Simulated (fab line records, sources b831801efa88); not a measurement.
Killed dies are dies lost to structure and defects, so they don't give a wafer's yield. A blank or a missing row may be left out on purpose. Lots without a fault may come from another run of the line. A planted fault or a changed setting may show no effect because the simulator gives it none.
fab line records | flow sky130
record lots=4 wafers=12 last_day=50
route steps=708 shown METAL1@441 VIA1@458 METAL2@500 PAD_OPEN@708
lots that met no fault: from a run of the same line without faults
start_h: hours from the record's first day to the start of the lot's first wafer shown | wait_h: hours since the lot's step before | " the same as in the row above | L1.1+2: a row that stands for several wafers | - no value, or no start given | * or withheld: withheld | < > ~ a bound
route shown NAME@n: a module of which the file shows steps, and the number in the route of the first | usual: mean/standard deviation of fault-free wafers | same: alike in all rows | chamber/n: place in a boat | sites: the reading at each site | _std_site: their standard deviation | _edge_site: outer sites' mean less inner sites' | radius_mm: how far each site lies from the wafer's centre | mask NAME#n: copy n | behind: the tool/chamber that last shaped the wafer | hold: why the lot was held/for how many hours/how that ended | device: the transistor (n, p or np) that didn't switch | end of line: the same wafers' tests at the end of the route | a step without rows: its recipe alone | killed: dies lost to structure and defects at the first sort, not the wafer's yield | map: a wafer's dies, x killed, . not, _ none there
set.NAME: the setting as run; set.NAME@STEP: as run at that earlier step | model.NAME: the simulator's own value behind a step, which no gauge read
lots at some steps of the route; a table a step, a row a wafer
services: from which hour (start_h, from the record's first day; less than 0 if before it) a tool's chamber was out of use, for how many hours, and why
## steps
# step SKY_METAL1_DEHYDRATE_07
# recipe temp_c=200 time_s=60
# step SKY_METAL1_HMDS_08
# recipe prime_time_s=60 prime_temp_c=120
# step SKY_METAL1_COAT_09
# recipe resist=BARC temp_c=withheld time_s=withheld spin_rpm=3000 resist_thk_nm=60
# step SKY_METAL1_COAT_10
# recipe resist=KrF-thick spin_rpm=3000 resist_thk_nm=450
# step SKY_METAL1_SOFTBAKE_11
# recipe temp_c=100 time_s=90 resist=KrF-thick
# step SKY_METAL1_EXPOSE_12
# recipe mask_id=MM1 na=0.8 source_shape=annular sigma_inner=0.55 sigma_outer=0.85 target_cd_nm=140 dose_mj=28
# step SKY_METAL1_PEB_13
# recipe peb_temp_c=withheld peb_time_s=withheld resist=KrF-thick
# step SKY_METAL1_DEVELOP_14
# recipe develop_time_s=60 resist=KrF-thick dev_temp_c=21
# step SKY_METAL1_DESCUM_17
# recipe chemistry=O2 source_power_w=150 bias_power_w=0 pressure_mtorr=10 temp_c=40 time_s=8
# step SKY_METAL1_ETCH_18
# recipe chemistry=N2/H2 target=BARC ion_energy_ev=200 bias_w=100 pressure_mtorr=30 n2_flow_sccm=100 h2_flow_sccm=200 icp_w=500 stop_on=SiO2 time_s=45.9 target_depth_a=600
# usual drypump_motor_current_A=5.43/0.3 n2_flow_sccm=100.0/0.32 oes_product_au=0.855/0.0045 throttle_valve_pct=13.224/0.0095
# columns lot.wafer tool chamber start_h wait_h drypump_motor_current_A n2_flow_sccm oes_product_au rf_hours_counter_h throttle_valve_pct model.KrF-thick_of_METAL1_COAT_10.thk_nm
L604.1 rie_metal-01 1 774.95 0.0 5.26 99.9 0.851 4 13.217 393.7
L604.3 " 0 " " 5.12 100.4 0.853 - 13.240 395.8
L604.5 " 0 " " 5.13 100.4 0.854 - 13.204 394.8
L620.1 rie_metal-01 0 905.20 0.0 5.12 99.6 0.856 0 13.221 397.2
L620.3 " 0 " " 5.12 100.5 0.853 - 13.217 396.4
L620.6 " 1 " " 5.25 100.3 0.857 - 13.214 392.8
L623.2 rie_metal-01 0 925.65 0.1 5.12 99.4 0.848 - 13.226 393.5
L623.3 " 0 " " 5.13 99.8 0.849 - 13.220 393.8
L623.6 " 0 " " 5.13 100.4 0.857 - 13.225 395.4
L624.2 rie_metal-02 0 927.75 0.0 5.66 99.5 0.855 17 13.213 393.9
L624.5 " 0 " " 5.70 99.8 0.861 - 13.224 394
L624.6 " 1 " " 5.45 99.5 0.856 - 13.234 394
# step SKY_METAL1_METAL_ETCH_19
# recipe target_depth_a=3600 stop_on=SiO2 over_etch_frac=0.3 time_s=76.42 chemistry=Cl2/BCl3 resist_sidewall_deg=88 pressure_mtorr=10 icp_w=900 bias_w=48.5 Cl2_flow_sccm=60 bcl3_flow_sccm=30
# step SKY_METAL1_STRIP_20
# recipe chemistry=O2/N2 power_w=1400 pressure_mtorr=1500 platen_temp_c=withheld o2_flow_sccm=3000 n2_flow_sccm=300 overash_fraction=0.5
# step SKY_METAL1_STRIP_21
# recipe chemistry=post_etch_residue_remover time_s=1200 temp_c=72.5
# step SKY_METAL1_CLEAN_22
# recipe chemistry=IPA time_s=180 temp_c=25
# step SKY_METAL1_CLEAN_23
# recipe chemistry=O3/DIW dry=n2_spin
# step SKY_VIA1_HDPCVD_00
# recipe material=SiO2 target_thk_nm=1030 sigma_open_frac=0.3 time_s=171.7 temp_c=400 sih4_flow_sccm=62.47 pressure_mtorr=6
# step SKY_VIA1_CMP_02
# recipe material=SiO2 down_force_psi=4 platen_rpm=60 pad_velocity_m_s=0.94248
# step SKY_VIA1_DEHYDRATE_04
# recipe temp_c=200 time_s=60
# step SKY_VIA1_HMDS_05
# recipe prime_time_s=60 prime_temp_c=120
# step SKY_VIA1_COAT_06
# recipe resist=BARC temp_c=withheld time_s=withheld spin_rpm=3000 resist_thk_nm=60
# step SKY_VIA1_COAT_07
# recipe resist=KrF-thick spin_rpm=3000 resist_thk_nm=450
# step SKY_VIA1_SOFTBAKE_08
# recipe temp_c=100 time_s=90 resist=KrF-thick
# step SKY_VIA1_EXPOSE_09
# recipe mask_id=VIM na=0.8 source_shape=annular sigma_inner=0.55 sigma_outer=0.85 target_cd_nm=150 dose_mj=38
# step SKY_VIA1_PEB_10
# recipe peb_temp_c=withheld peb_time_s=withheld resist=KrF-thick
# step SKY_VIA1_DEVELOP_11
# recipe develop_time_s=60 resist=KrF-thick dev_temp_c=21
# step SKY_VIA1_ETCH_14
# recipe chemistry=N2/H2 target=BARC ion_energy_ev=200 source_w=500 bias_w=100 pressure_mtorr=30 n2_flow_sccm=100 h2_flow_sccm=200 stop_on=SiO2 time_s=45.9 target_depth_a=600
# step SKY_VIA1_ETCH_15
# recipe target=SiO2 chemistry=C4F8/O2/Ar target_depth_nm=351 stop_on=TiN mask_material=KrF-thick source_w=1500 bias_w=1200 pressure_mtorr=40 c4f8_flow_sccm=withheld O2_flow_sccm=6 Ar_flow_sccm=300 time_s=54
# step SKY_VIA1_STRIP_16
# recipe chemistry=O2/N2 power_w=1400 pressure_mtorr=1500 platen_temp_c=withheld o2_flow_sccm=3000 n2_flow_sccm=300 overash_fraction=0.5
# step SKY_VIA1_STRIP_17
# recipe chemistry=post_etch_residue_remover time_s=1200 temp_c=72.5
# step SKY_VIA1_CLEAN_18
# recipe chemistry=IPA time_s=180 temp_c=25
# step SKY_VIA1_CLEAN_19
# recipe chemistry=O3/DIW dry=n2_spin
# step SKY_VIA1_SPUTTER_20
# recipe material=TiN target_thk_nm=20 chamber_pressure_pa=5 power_w=4000 time_s=80
# step SKY_VIA1_CVD_21
# recipe material=W target_thk_nm=270 time_s=80.902 temp_c=400 pressure_torr=40
# step SKY_METAL2_DESCUM_17
# recipe chemistry=O2 source_power_w=150 bias_power_w=0 pressure_mtorr=10 temp_c=40 time_s=8
# usual drypump_motor_current_A=5.45/0.21 oes_product_au=1.003/0.011
# columns lot.wafer tool chamber start_h wait_h drypump_motor_current_A oes_product_au rf_hours_counter_h model.METAL2.cd_nm
L604.1 rie_metal-03 0 831.17 0.0 5.60 0.999 3 139.7
L604.3 " 0 " " 5.59 0.994 - 141.4
L604.5 " 1 " " 5.61 1.008 - 141.7
L620.1 rie_metal-03 1 957.09 0.0 5.60 0.997 11 160.4
L620.3 " 0 " " 5.61 0.992 - 160.1
L620.6 " 1 " " 5.60 0.992 - 160.4
L623.2 rie_metal-01 0 977.96 0.0 5.11 1.011 - 139.3
L623.3 " 0 " " 5.12 1.006 - 138.2
L623.6 " 0 " " 5.12 0.995 - 137.6
L624.2 rie_metal-02 0 979.27 0.0 5.66 1.002 20 140.2
L624.5 " 0 " " 5.65 1.008 - 140.7
L624.6 " 1 " " 5.45 1.009 - 142.1
# step SKY_METAL2_METAL_ETCH_19
# recipe target_depth_a=3600 stop_on=SiO2 over_etch_frac=0.3 time_s=78 chemistry=Cl2/BCl3 resist_sidewall_deg=88 pressure_mtorr=10 icp_w=900 bias_w=48.5 Cl2_flow_sccm=60 bcl3_flow_sccm=30
# usual drypump_motor_current_A=5.45/0.21 oes_product_au=0.855/0.0054 throttle_valve_pct=22.264/0.009
# columns lot.wafer tool chamber start_h wait_h drypump_motor_current_A oes_product_au rf_hours_counter_h throttle_valve_pct model.METAL2.cd_nm
L604.1 rie_metal-03 0 831.26 0.0 5.62 0.852 3 22.267 138.4
L604.3 " 0 " " 5.61 0.865 - 22.261 139.8
L604.5 " 1 " " 5.60 0.855 - 22.250 140.5
L620.1 rie_metal-03 1 957.19 0.0 5.61 0.852 11 22.279 158
L620.3 " 0 " " 5.63 0.857 - 22.277 157.9
L620.6 " 1 " " 5.62 0.856 - 22.281 158.6
L623.2 rie_metal-01 0 978.16 0.1 5.13 0.856 - 22.273 138.8
L623.3 " 0 " " 5.12 0.860 - 22.272 138.9
L623.6 " 0 " " 5.11 0.858 - 22.256 138.4
L624.2 rie_metal-02 0 979.36 0.0 5.70 0.855 20 22.256 137.2
L624.5 " 0 " " 5.71 0.859 - 22.260 139.4
L624.6 " 1 " " 5.45 0.862 - 22.250 141.3
# step SKY_PAD_OPEN_PROBE_99
# usual defect_limited_yield=82.6/2.1 killed_at_M0_to_M3=42/7.6 killed_at_M4_up=3.4/2 killed_at_contacts=24/5.9 killed_at_front_end=16/4.5 killed_at_other=0.4/0.58 killed_dies=86/10 killed_open=47/7.6 killed_short=39/6.7 sort_bin_3_pad_short=0.9/0.42 sort_bin_5_function=10.3/1.7 sort_bin_6_memory=6.2/1.2 sort_n_pass=406/10 sort_yield_pct=82.6/2.1
# same gross_dies=492 killed_at_back_side=0 sort_bin_4_leakage[%]=0 sort_bin_8_speed[%]=0
# columns lot.wafer tool chamber start_h wait_h defect_limited_yield[%] killed_at_M0_to_M3 killed_at_M4_up killed_at_contacts killed_at_front_end killed_at_other killed_dies killed_open killed_short sort_bin_3_pad_short[%] sort_bin_5_function[%] sort_bin_6_memory[%] sort_n_pass sort_yield_pct[%] model.etest.met2.width_nm model.etest.met2.line_ohm_um
L604.1 prober-02 - 1087.28 0.1 80.5 50 3 17 25 1 96 44 49 0.8 12.4 6.3 396 80.5 140.2 0.9037
L604.3 prober-02 - 1087.38 0.2 82.1 33 2 36 17 0 88 54 33 1.0 9.3 7.5 404 82.1 140.8 0.8951
L604.5 prober-02 - 1087.48 0.2 80.7 50 4 24 17 0 95 53 40 0.6 14.4 4.3 397 80.7 138.4 0.9223
L620.1 prober-02 - 1179.83 0.1 81.1 41 6 31 15 0 93 54 39 0.4 11.6 6.9 399 81.1 158.5 0.8042
L620.3 prober-02 - 1179.93 0.2 81.7 48 1 18 23 0 90 52 38 0.8 9.6 7.9 402 81.7 155.8 0.8246
L620.6 prober-02 - 1180.08 0.2 83.7 38 2 27 13 0 80 37 43 1.6 8.5 6.1 412 83.7 161.9 0.7957
L623.2 prober-02 - 1193.63 0.1 82.1 48 0 28 12 0 88 47 41 0.4 11.8 5.7 404 82.1 139.2 0.9293
L623.3 prober-02 - 1193.68 0.2 81.9 51 5 17 16 0 89 44 45 1.0 10.4 6.7 403 81.9 137 0.9357
L623.6 prober-02 - 1193.83 0.2 81.9 40 5 22 22 0 89 49 40 0.6 11.8 5.7 403 81.9 138.4 0.9338
L624.2 prober-02 - 1195.68 0.1 87.4 26 4 14 17 1 62 31 31 1.0 7.1 4.5 430 87.4 140.2 0.9329
L624.5 prober-02 - 1195.83 0.2 81.3 48 2 31 10 1 92 50 41 0.8 12.2 5.7 400 81.3 139.3 0.9318
L624.6 prober-02 - 1195.88 0.2 83.5 30 6 32 13 0 81 42 39 1.4 8.5 6.5 411 83.5 144.2 0.8873
# killed by level:class
L604.1 VIA1:geometric_particle:open=12 FIELD_ISO:geometric_particle:short=7 METAL2:geometric_particle:short=7 VIA2:geometric_particle:open=6 LOCAL_INTERCONNECT:geometric_particle:short=5 CONTACT:geometric_particle:open=5 METAL1:geometric_particle:short=5 VIA3:geometric_particle:short=5
L604.3 CONTACT:geometric_particle:open=19 VIA1:geometric_particle:open=9 LI_CONTACT:geometric_particle:open=7 FIELD_ISO:geometric_particle:short=5 VIA3:geometric_particle:short=5 FIELD_ISO:geometric_particle:open=4 LI_CONTACT:geometric_particle:short=4 LOCAL_INTERCONNECT:geometric_particle:short=3
L604.5 VIA1:geometric_particle:open=14 CONTACT:geometric_particle:open=7 CONTACT:geometric_particle:short=6 POLY_GATE:geometric_particle:short=6 LI_CONTACT:geometric_particle:open=6 VIA3:geometric_particle:open=6 METAL1:geometric_particle:short=5 VIA1:geometric_particle:short=5
L620.1 CONTACT:geometric_particle:open=10 VIA1:geometric_particle:open=9 VIA2:geometric_particle:open=9 POLY_GATE:geometric_particle:open=7 LI_CONTACT:geometric_particle:open=7 VIA3:geometric_particle:open=7 METAL4:geometric_particle:short=6 LOCAL_INTERCONNECT:geometric_particle:short=6
L620.3 VIA1:geometric_particle:open=10 FIELD_ISO:geometric_particle:short=9 VIA3:geometric_particle:open=9 FIELD_ISO:geometric_particle:open=7 CONTACT:geometric_particle:open=7 LI_CONTACT:geometric_particle:open=6 METAL2:geometric_particle:short=6 VIA2:geometric_particle:open=5
L620.6 CONTACT:geometric_particle:open=9 CONTACT:geometric_particle:short=7 VIA1:geometric_particle:open=7 METAL2:geometric_particle:short=7 VIA2:geometric_particle:open=7 LI_CONTACT:geometric_particle:open=6 METAL1:geometric_particle:short=5 FIELD_ISO:geometric_particle:open=4
L623.2 LI_CONTACT:geometric_particle:open=12 VIA1:geometric_particle:open=11 METAL1:geometric_particle:short=11 VIA3:geometric_particle:open=8 LOCAL_INTERCONNECT:geometric_particle:short=5 VIA1:geometric_particle:short=5 FIELD_ISO:geometric_particle:open=4 POLY_GATE:geometric_particle:short=4
L623.3 CONTACT:geometric_particle:open=11 VIA1:geometric_particle:open=10 VIA3:geometric_particle:open=9 FIELD_ISO:geometric_particle:short=7 METAL1:geometric_particle:short=7 METAL2:geometric_particle:short=7 VIA1:geometric_particle:short=4 VIA3:geometric_particle:short=4
L623.6 VIA1:geometric_particle:open=11 LI_CONTACT:geometric_particle:open=10 METAL1:geometric_particle:short=9 FIELD_ISO:geometric_particle:short=7 VIA3:geometric_particle:open=7 CONTACT:geometric_particle:open=6 METAL2:geometric_particle:short=6 POLY_GATE:geometric_particle:open=5
L624.2 LI_CONTACT:geometric_particle:open=8 METAL1:geometric_particle:short=5 FIELD_ISO:geometric_particle:short=4 POLY_GATE:geometric_particle:short=4 POLY_GATE:geometric_particle:open=4 VIA3:geometric_particle:open=4 METAL4:geometric_particle:short=4 CONTACT:geometric_particle:open=3
L624.5 VIA3:geometric_particle:open=10 CONTACT:geometric_particle:open=9 LI_CONTACT:geometric_particle:open=8 METAL1:geometric_particle:short=8 VIA1:geometric_particle:open=7 CONTACT:geometric_particle:short=6 LOCAL_INTERCONNECT:geometric_particle:short=6 VIA2:geometric_particle:open=5
L624.6 CONTACT:geometric_particle:short=9 LI_CONTACT:geometric_particle:open=8 POLY_GATE:geometric_particle:open=7 CONTACT:geometric_particle:open=7 VIA3:geometric_particle:open=6 LOCAL_INTERCONNECT:geometric_particle:short=6 METAL1:geometric_particle:short=6 METAL4:geometric_particle:short=4
## services
# columns tool chamber start_h hours kind
rie_metal-02 - 779.99 0.4 repair
rie_metal-03 0 794.14 15.6 repair
rie_metal-02 - 800.46 2.8 pm
rie_metal-03 1 841.16 13.1 repair
rie_metal-01 0 880.59 - clean
rie_metal-01 0 880.59 16.2 scheduled_down
rie_metal-01 0 880.59 16.2 vent_cycle
rie_metal-01 1 925.51 7.2 repair
rie_metal-03 1 947.00 2.8 repair
rie_metal-01 1 971.59 47.0 repair
## key
first_sign none at tools or gauges
model_effect step=SKY_METAL1_ETCH_18 value=KrF-thick_of_METAL1_COAT_10.thk_nm without=392.9 struck=395.3
model_effect step=SKY_METAL2_DESCUM_17 value=METAL2.cd_nm without=139.1 struck=147.1
model_effect step=SKY_METAL2_METAL_ETCH_19 value=METAL2.cd_nm without=138.4 struck=146.4
model_effect step=SKY_PAD_OPEN_PROBE_99 value=etest.met2.width_nm without=137.8 struck=145.8
met_at SKY_METAL1_ETCH_18
struck_wafers L620.1,L620.3,L623.2,L623.3,L623.6
loop_trim step=SKY_METAL2_EXPOSE_12 setting=dose lots=L620
onset_between 774.95 905.20
fault kind=process_parameter_drift tool=rie_metal-01 chamber=0 onset_h=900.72 steps=SKY_METAL1_ETCH_18 channel=ion_energy_ev offset=-32 shape=step end_h=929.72 acts_in=these_recipes_only stated=200
# loop_trim: a control loop set the setting to another value than it would have without faults
